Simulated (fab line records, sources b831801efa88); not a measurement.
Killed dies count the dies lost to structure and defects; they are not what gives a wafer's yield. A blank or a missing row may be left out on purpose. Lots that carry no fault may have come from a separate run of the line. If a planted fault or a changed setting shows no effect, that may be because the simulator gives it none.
fab line records | flow gf180mcu
record lots=6 | wafers=18 | lastDay=34
route steps=602 shown TOP_METAL@583 PASSIVATION@587
lots with no fault: from the same line, run without faults
startH: hours from the record's first day to the start of the lot's first wafer shown | waitH: hours elapsed since this lot's preceding step | " the same as in the row above | L1.1+2: one row covering several wafers at once | - no value present, or no start provided | * or withheld: withheld | < > ~ a bound
route shown NAME@n: a module of which the file shows steps, and the number in the route of the first | usual: mean and standard deviation over wafers with no fault | same: alike in all rows | chamber/n: place in a boat | sites: per-site readings | _std_site: standard deviation across them | _edge_site: the outer-site mean with the inner-site mean subtracted | radiusMm: for every site, how far away it sits from the centre of the wafer | mask NAME#n: copy n | behind: tool/chamber where the wafer was last shaped | hold: cause of the lot's hold/its duration in hours/its outcome | device: the n, p or np transistor that did not switch | end of line: at the end of the route, the tests of the same wafers | where a step has no rows: the recipe by itself | killed: at the first sort, the dies lost to defects and structure; wafer yield is something else | map: per-die view of a wafer (x killed, . not killed, _ where there is no die)
set.NAME: the setting that was run; set.NAME@STEP: the one run at that earlier step | model.NAME: the simulator's own value behind a step, which no gauge read
a table for each step, a row for each wafer; lots at some steps of the route
services: when a tool's chamber went out of use (startH, in hours from the record's first day, below 0 if earlier), for how many hours, and the reason
## steps
# step GF_TOP_METAL_METAL_ETCH_16
# recipe chemistry=Cl2/BCl3 | maskMaterial=NOVOLAK | targetDepthNm=1197 | stopOn=SiO2 | pressureMtorr=8 | icpW=800 | biasW=140 | Cl2_flow_sccm=80 | bcl3FlowSccm=40 | timeS=199.5
# usual drypumpMotorCurrentA=6.12/0.23 | oesProductAu=0.991/0.0058 | throttleValvePct=28.229/0.0092
lot.wafer | tool        | chamber | startH | waitH | drypumpMotorCurrentA | oesProductAu | rfHoursCounterH | throttleValvePct
L691.1    | rieMetal-04 | 0       | 690.35 | 0.0   | 5.53                 | 0.988        | 0               | 28.226
L691.4    | "           | 0       | "      | "     | 5.51                 | 0.982        | -               | 28.229
L691.6    | "           | 0       | "      | "     | 5.52                 | 0.990        | -               | 28.234
L692.2    | rieMetal-02 | 1       | 697.76 | 0.0   | 6.35                 | 0.990        | 7               | 28.220
L692.4    | "           | 0       | "      | "     | 6.26                 | 0.979        | -               | 28.234
L692.6    | "           | 1       | "      | "     | 6.32                 | 0.996        | -               | 28.241
L693.3    | rieMetal-03 | 0       | 699.49 | 0.1   | 6.16                 | 0.986        | -               | 28.238
L693.5    | "           | 1       | "      | "     | 6.17                 | 0.996        | -               | 28.217
L693.6    | "           | 0       | "      | "     | 6.12                 | 0.988        | -               | 28.228
L708.1    | rieMetal-03 | 1       | 795.02 | 0.0   | 6.19                 | 0.997        | 12              | 28.227
L708.4    | "           | 0       | "      | "     | 6.18                 | 0.988        | -               | 28.236
L708.6    | "           | 1       | "      | "     | 6.18                 | 0.991        | -               | 28.232
L709.2    | rieMetal-04 | 0       | 795.77 | 0.1   | 5.53                 | 0.997        | -               | 28.235
L709.4    | "           | 0       | "      | "     | 5.53                 | 0.990        | -               | 28.241
L709.6    | "           | 0       | "      | "     | 5.52                 | 0.988        | -               | 28.227
L707.2    | rieMetal-03 | 1       | 796.39 | 0.0   | 6.18                 | 0.989        | 12              | 28.218
L707.3    | "           | 0       | "      | "     | 6.13                 | 0.993        | -               | 28.220
L707.4    | "           | 1       | "      | "     | 6.19                 | 0.989        | -               | 28.235
# step GF_TOP_METAL_STRIP_17
# recipe chemistry=O2/N2 | powerW=1400 | pressureMtorr=1500 | platenTempC=250 | o2FlowSccm=3000 | n2FlowSccm=300 | overashFraction=0.5
# usual drypumpMotorCurrentA=5.7/0.53 | heaterPowerW=319/27 | oesProductAu=0.710/0.0049 | stripTimeToEndpointS=12.91/0.076
lot.wafer | tool           | chamber | startH | waitH | drypumpMotorCurrentA | heaterPowerW | oesProductAu | rfHoursCounterH | stripTimeToEndpointS
L691.1    | plasmaAsher-04 | 1       | 690.54 | 0.1   | 5.1                  | 287          | 0.705        | 29              | 12.86
L691.4    | "              | 0       | "      | "     | 5.4                  | 310          | 0.708        | -               | 12.98
L691.6    | "              | 1       | "      | "     | 5.1                  | 286          | 0.714        | -               | 12.95
L692.2    | plasmaAsher-04 | 0       | 697.95 | 0.1   | 5.4                  | 304          | 0.710        | 29              | 12.80
L692.4    | "              | 0       | "      | "     | 5.4                  | 309          | 0.705        | -               | 12.83
L692.6    | "              | 0       | "      | "     | 5.4                  | 302          | 0.711        | -               | 12.84
L693.3    | plasmaAsher-03 | 0       | 699.65 | 0.1   | 5.5                  | 306          | 0.709        | -               | 13.09
L693.5    | "              | 1       | "      | "     | 6.7                  | 361          | 0.709        | -               | 12.92
L693.6    | "              | 0       | "      | "     | 5.4                  | 311          | 0.712        | -               | 13.00
L708.1    | plasmaAsher-04 | 0       | 795.21 | 0.1   | 5.4                  | 307          | 0.712        | 40              | 12.94
L708.4    | "              | 1       | "      | "     | 5.1                  | 287          | 0.713        | -               | 12.96
L708.6    | "              | 1       | "      | "     | 5.1                  | 283          | 0.709        | -               | 12.95
L709.2    | plasmaAsher-03 | 1       | 796.09 | 0.3   | 6.7                  | 362          | 0.705        | 101             | 12.85
L709.4    | "              | 0       | "      | "     | 5.5                  | 311          | 0.714        | -               | 12.83
L709.6    | "              | 1       | "      | "     | 6.6                  | 360          | 0.707        | -               | 12.86
L707.2    | plasmaAsher-02 | 0       | 796.59 | 0.1   | 6.0                  | 348          | 0.714        | 5               | 12.92
L707.3    | "              | 0       | "      | "     | 6.0                  | 344          | 0.707        | -               | 12.89
L707.4    | "              | 1       | "      | "     | 5.9                  | 342          | 0.697        | -               | 12.89
# step GF_TOP_METAL_STRIP_18
# recipe chemistry=postEtchResidueRemover | timeS=1200 | tempC=72.5
# step GF_TOP_METAL_CLEAN_19
# recipe chemistry=DIW | dry=n2Spin
# step GF_PASSIVATION_CVD_00
# recipe material=SiO2 | targetThkNm=1000 | precursor=TEOS | tempC=400 | timeS=111.95 | rfW=600
# usual heaterPowerW=713/130
lot.wafer | tool     | chamber | startH | waitH | heaterPowerW
L691.1    | pecvd-01 | 2       | 691.07 | 0.0   | 960
L691.4    | "        | 1       | "      | "     | 657
L691.6    | "        | 2       | "      | "     | 790
L692.2    | pecvd-01 | 1       | 698.89 | 0.0   | 621
L692.4    | "        | 1       | "      | "     | 684
L692.6    | "        | 0       | "      | "     | 565
L693.3    | pecvd-03 | 0       | 700.19 | 0.0   | 816
L693.5    | "        | 0       | "      | "     | 862
L693.6    | "        | 1       | "      | "     | 717
L708.1    | pecvd-01 | 1       | 795.78 | 0.0   | 633
L708.4    | "        | 2       | "      | "     | 921
L708.6    | "        | 0       | "      | "     | 691
L709.2    | pecvd-04 | 1       | 796.63 | 0.0   | 592
L709.4    | "        | 1       | "      | "     | 624
L709.6    | "        | 0       | "      | "     | 554
L707.2    | pecvd-01 | 1       | 797.13 | 0.0   | 595
L707.3    | "        | 2       | "      | "     | 985
L707.4    | "        | 1       | "      | "     | 628
# step GF_PASSIVATION_THK_MEAS_01
# recipe reads=SiO2_of_PASSIVATION_CVD_00
# usual PASSIVATION_CVD_00_THK=998/13
lot.wafer | tool         | chamber | startH | waitH | PASSIVATION_CVD_00_THK[nm]
L691.1    | filmMetro-01 | -       | 691.15 | 0.0   | 1006
L691.4    | "            | -       | "      | "     | 1010
L691.6    | "            | -       | "      | "     | 1001
L692.2    | filmMetro-01 | -       | 698.98 | 0.0   | 984
L692.4    | "            | -       | "      | "     | 1012
L692.6    | "            | -       | "      | "     | 1007
L693.3    | filmMetro-01 | -       | 700.29 | 0.1   | 999
L693.5    | "            | -       | "      | "     | 1009
L693.6    | "            | -       | "      | "     | 1015
L708.1    | filmMetro-02 | -       | 795.86 | 0.0   | 982
L708.4    | "            | -       | "      | "     | 1001
L708.6    | "            | -       | "      | "     | 1008
L709.2    | filmMetro-01 | -       | 796.72 | 0.0   | 989
L709.4    | "            | -       | "      | "     | 1001
L709.6    | "            | -       | "      | "     | 988
L707.2    | filmMetro-02 | -       | 797.22 | 0.0   | 988
L707.3    | "            | -       | "      | "     | 1005
L707.4    | "            | -       | "      | "     | 998
# step GF_PASSIVATION_CVD_02
# recipe material=Si3N4 | targetThkNm=700 | timeS=486.18 | tempC=400 | rfW=450
# usual heaterPowerW=755/120
lot.wafer | tool     | chamber | startH | waitH | heaterPowerW
L691.1    | pecvd-04 | 1       | 691.21 | 0.1   | 679
L691.4    | "        | 2       | "      | "     | 775
L691.6    | "        | 1       | "      | "     | 552
L692.2    | pecvd-03 | 1       | 699.03 | 0.0   | 655
L692.4    | "        | 1       | "      | "     | 711
L692.6    | "        | 0       | "      | "     | 772
L693.3    | pecvd-04 | 1       | 700.33 | 0.0   | 672
L693.5    | "        | 1       | "      | "     | 548
L693.6    | "        | 0       | "      | "     | 711
L708.1    | pecvd-04 | 2       | 795.92 | 0.1   | 865
L708.4    | "        | 1       | "      | "     | 669
L708.6    | "        | 0       | "      | "     | 673
L709.2    | pecvd-03 | 1       | 796.77 | 0.0   | 657
L709.4    | "        | 0       | "      | "     | 948
L709.6    | "        | 2       | "      | "     | 663
L707.2    | pecvd-04 | 0       | 797.27 | 0.0   | 672
L707.3    | "        | 1       | "      | "     | 558
L707.4    | "        | 1       | "      | "     | 618
# step GF_PASSIVATION_THK_MEAS_03
# recipe reads=Si3N4_of_PASSIVATION_CVD_02
# usual PASSIVATION_CVD_02_THK=704/9.4
lot.wafer | tool         | chamber | startH | waitH | PASSIVATION_CVD_02_THK[nm]
L691.1    | filmMetro-01 | -       | 691.50 | 0.1   | 700
L691.4    | "            | -       | "      | "     | 691
L691.6    | "            | -       | "      | "     | 707
L692.2    | filmMetro-02 | -       | 699.47 | 0.3   | 687
L692.4    | "            | -       | "      | "     | 707
L692.6    | "            | -       | "      | "     | 713
L693.3    | filmMetro-04 | -       | 700.63 | 0.2   | 707
L693.5    | "            | -       | "      | "     | 723
L693.6    | "            | -       | "      | "     | 713
L708.1    | filmMetro-04 | -       | 796.20 | 0.1   | 700
L708.4    | "            | -       | "      | "     | 710
L708.6    | "            | -       | "      | "     | 700
L709.2    | filmMetro-04 | -       | 797.07 | 0.2   | 704
L709.4    | "            | -       | "      | "     | 711
L709.6    | "            | -       | "      | "     | 709
L707.2    | filmMetro-01 | -       | 797.56 | 0.2   | 681
L707.3    | "            | -       | "      | "     | 703
L707.4    | "            | -       | "      | "     | 709
# step GF_PASSIVATION_DEHYDRATE_04
# recipe tempC=200 | timeS=60
# step GF_PASSIVATION_HMDS_05
# recipe primeTimeS=60 | primeTempC=120
# step GF_PASSIVATION_COAT_06
# recipe spinRpm=2000 | resistThkNm=4000
# step GF_PASSIVATION_SOFTBAKE_07
# recipe tempC=110 | timeS=withheld
# step GF_PASSIVATION_EXPOSE_08
# recipe maskId=Pad | targetCdNm=40000 | na=0.57 | doseMj=310
# usual exposureDoseMJCm2=310.0/0.3 | focusOffsetNm=0.1/0.58
lot.wafer | tool            | chamber | startH | waitH | mask  | exposureDoseMJCm2 | focusOffsetNm
L691.1    | ilineStepper-02 | 0       | 700.72 | -     | Pad#0 | 310.2             | 0.5
L691.4    | "               | 0       | "      | "     | Pad#0 | 310.1             | 0.3
L691.6    | "               | 0       | "      | "     | Pad#0 | 310.1             | 0.1
L692.2    | ilineStepper-02 | 0       | 708.47 | -     | Pad#0 | 310.2             | -0.4
L692.4    | "               | 0       | "      | "     | Pad#0 | 310.2             | -0.3
L692.6    | "               | 0       | "      | "     | Pad#0 | 309.9             | 0.1
L693.3    | ilineStepper-02 | 0       | 710.06 | -     | Pad#0 | 310.4             | 0.5
L693.5    | "               | 0       | "      | "     | Pad#0 | 310.7             | 0.3
L693.6    | "               | 0       | "      | "     | Pad#0 | 310.3             | -0.2
L708.1    | ilineStepper-02 | -       | 803.89 | -     | Pad#0 | -                 | -
L708.4    | "               | -       | "      | "     | Pad#0 | -                 | -
L708.6    | "               | -       | "      | "     | Pad#0 | -                 | -
L709.2    | ilineStepper-02 | 0       | 804.78 | -     | Pad#0 | 310.4             | 0.3
L709.4    | "               | 0       | "      | "     | Pad#0 | 310.6             | -0.6
L709.6    | "               | 0       | "      | "     | Pad#0 | 310.5             | -0.5
L707.2    | ilineStepper-01 | -       | 805.40 | -     | Pad#0 | -                 | -
L707.3    | "               | -       | "      | "     | Pad#0 | -                 | -
L707.4    | "               | -       | "      | "     | Pad#0 | -                 | -
# step GF_PASSIVATION_PEB_09
# recipe tempC=115 | timeS=withheld
## services
tool            | chamber | startH | hours | kind
pecvd-03        | 2       | 678.64 | 22.3  | repair
pecvd-03        | 0       | 685.81 | 3.2   | repair
ilineStepper-02 | 0       | 690.16 | -     | calibration
ilineStepper-01 | 0       | 694.24 | -     | calibration
ilineStepper-01 | -       | 707.30 | 7.2   | repair
ilineStepper-02 | -       | 712.33 | 0.5   | repair
rieMetal-03     | 0       | 720.20 | -     | clean
rieMetal-03     | 0       | 720.20 | 14.9  | scheduledDown
rieMetal-03     | 0       | 720.20 | 14.9  | ventCycle
ilineStepper-02 | -       | 729.90 | 2.1   | pm
ilineStepper-02 | -       | 731.99 | -     | consumableReplace:lamp
pecvd-04        | 0       | 733.35 | 3.6   | repair
plasmaAsher-02  | -       | 733.75 | 9.0   | pm
plasmaAsher-02  | 0       | 733.75 | 9.0   | ventCycle
rieMetal-04     | 0       | 736.81 | 12.7  | repair
ilineStepper-01 | -       | 737.35 | 2.4   | repair
ilineStepper-01 | -       | 741.99 | 1.9   | repair
plasmaAsher-02  | -       | 744.67 | 2.8   | pm
pecvd-04        | -       | 745.91 | 5.8   | repair
pecvd-03        | -       | 751.87 | 5.5   | pm
ilineStepper-01 | -       | 761.41 | 1.7   | pm
plasmaAsher-02  | -       | 768.90 | 4.3   | pm
rieMetal-03     | -       | 776.72 | 1.0   | repair
rieMetal-04     | 1       | 794.10 | 6.1   | repair
## key
firstSign step=GF_PASSIVATION_EXPOSE_08 | reading=toolRecord | direction=missing
effect none on later readings
metAt GF_PASSIVATION_EXPOSE_08
struckWafers L707.2,L707.3,L707.4,L708.1,L708.4,L708.6
laterRowsLeftOut L707.2,L707.3,L707.4,L708.1,L708.4,L708.6
sortLeftOut L707.2,L707.3,L707.4,L708.1,L708.4,L708.6
onsetBetween 710.06 803.89
fault kind=skippedStepWhole | tool=ilineStepper-01,ilineStepper-02 | chamber=- | onsetH=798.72 | steps=GF_PASSIVATION_EXPOSE_08 | scope=struckLotsOnly
# sortLeftOut: the simulated sort isn't trusted on such a fault, so these wafers' sort isn't shown, and their yield isn't known
# laterRowsLeftOut: the simulator's readings of these wafers behind a module that went badly wrong aren't trusted and aren't shown, but for the sort
